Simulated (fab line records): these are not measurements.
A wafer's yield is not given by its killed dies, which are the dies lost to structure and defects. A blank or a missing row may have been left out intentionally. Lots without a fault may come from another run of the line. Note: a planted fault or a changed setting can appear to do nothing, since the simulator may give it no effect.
A struck lot beside a sound one ; flow gf180mcu ; 19 steps out of a route of 602
Sound: the wafers L122.1, L122.5, L122.6. Wafers L136.2, L136.5, L136.6 were the ones struck. Last of all comes the cause.
Each step with rows lists, per side, the tool, then ch with its chambers, then its first start. Under that, the readings that differ: sound wafers ; struck wafers ; difference of the means ; sigmas: that difference in standard deviations of wafers without a fault.
alike: readings with means less than 2 such deviations apart, plus words and numbers identical on both sides. not compared: withheld readings, readings lacking a value on some wafer, bounds such as >300 that could conceal the same value, and numbers that have no deviation in the record and whose values overlap.
The two part at a step that has a row with sigmas, a row that says differs or no value, or rows on one side only. Numbers that don't overlap but have no deviation are shown without sigmas and don't part them. Lack of a reading on every wafer of one side parts them only where that side has two or more wafers.

first, 3 steps without rows for these wafers: GF_HV_LDD_EXPOSE_16 (exposes mask Pplus LV AREA, target cd 400 nm); GF_HV_LDD_PEB_17; GF_HV_LDD_DEVELOP_18 (develop time 60 s).
GF_HV_LDD_CD_MEAS_19: target cd 400 nm.
  sound on cd-sem-02 at day 11 21:00; struck on cd-sem-02 at day 16 12:28
  alike: cd-nm
GF_HV_LDD_OVL_MEAS_20:
  sound on overlay-02 at day 11 21:07; struck on overlay-02 at day 16 12:34
  alike: HV_LDD_01_OVL
next, for these wafers, 1 step has no rows: GF_HV_LDD_IMPLANT_21.
GF_HV_LDD_STRIP_22: strips in O2/N2.
  sound on plasma-asher-01 ch 0,1, day 11 21:18; struck on plasma-asher-02 ch 0,1, day 16 12:45
  alike: drypump-motor-current-A, heater-power-w, o2-flow-sccm, oes-product-au, strip-time-to-endpoint-s
  not compared: rf-hours-counter-h
GF_HV_LDD_TW_MEAS_23:
  sound on film-metro-01 at day 11 21:24; struck on film-metro-01 at day 16 12:52
  alike: HV_LDD_2_TW
then, 4 steps without rows for these wafers: GF_HV_LDD_DEHYDRATE_24 (time 60 s); GF_HV_LDD_HMDS_25 (prime time 60 s); GF_HV_LDD_COAT_26 (resist thk 1000 nm); GF_HV_LDD_SOFTBAKE_27 (time 60 s).
GF_HV_LDD_EXPOSE_28: exposes mask Nplus HV AREA, target cd 400 nm.
  sound on iline-stepper-01 ch 0, day 12 06:46; struck on iline-stepper-02 ch 0, day 16 23:46
reading;sound;struck;difference;sigmas
model.HV_LDD.overlay-x-nm (nm);-0.4465 -0.4465 -0.4465;108.5 108.5 108.5;+108.9;
  alike: mask, exposure-dose-mJ-cm2
then, 2 steps without rows for these wafers: GF_HV_LDD_PEB_29; GF_HV_LDD_DEVELOP_30 (develop time 60 s).
GF_HV_LDD_CD_MEAS_31: target cd 400 nm.
  sound on cd-sem-01 at day 12 16:12; struck on cd-sem-02 at day 17 10:50
  alike: cd-nm
GF_HV_LDD_OVL_MEAS_32:
  sound on overlay-02 at day 12 16:19; struck on overlay-02 at day 17 10:57
reading;sound;struck;difference;sigmas
HV_LDD_02_OVL (nm);0.6 0.1 1.8;107.6 108.8 110.5;+108.1;+83
next, for these wafers, 1 step has no rows: GF_HV_LDD_IMPLANT_33.
-- here the record skips 16 days between the struck wafers' starts before and after, leaving off in module HV_LDD and picking up in module PASSIVATION (first step shown: number 602 of the route) --
GF_PASSIVATION_PROBE_99:
  the record has rows for the struck wafers here (prober-02, day 33 22:16) and none for the sound ones

== WHERE THEY PART ==
First at GF_HV_LDD_OVL_MEAS_32; last, within this record, at GF_PASSIVATION_PROBE_99.

WHY: what the simulator had put in
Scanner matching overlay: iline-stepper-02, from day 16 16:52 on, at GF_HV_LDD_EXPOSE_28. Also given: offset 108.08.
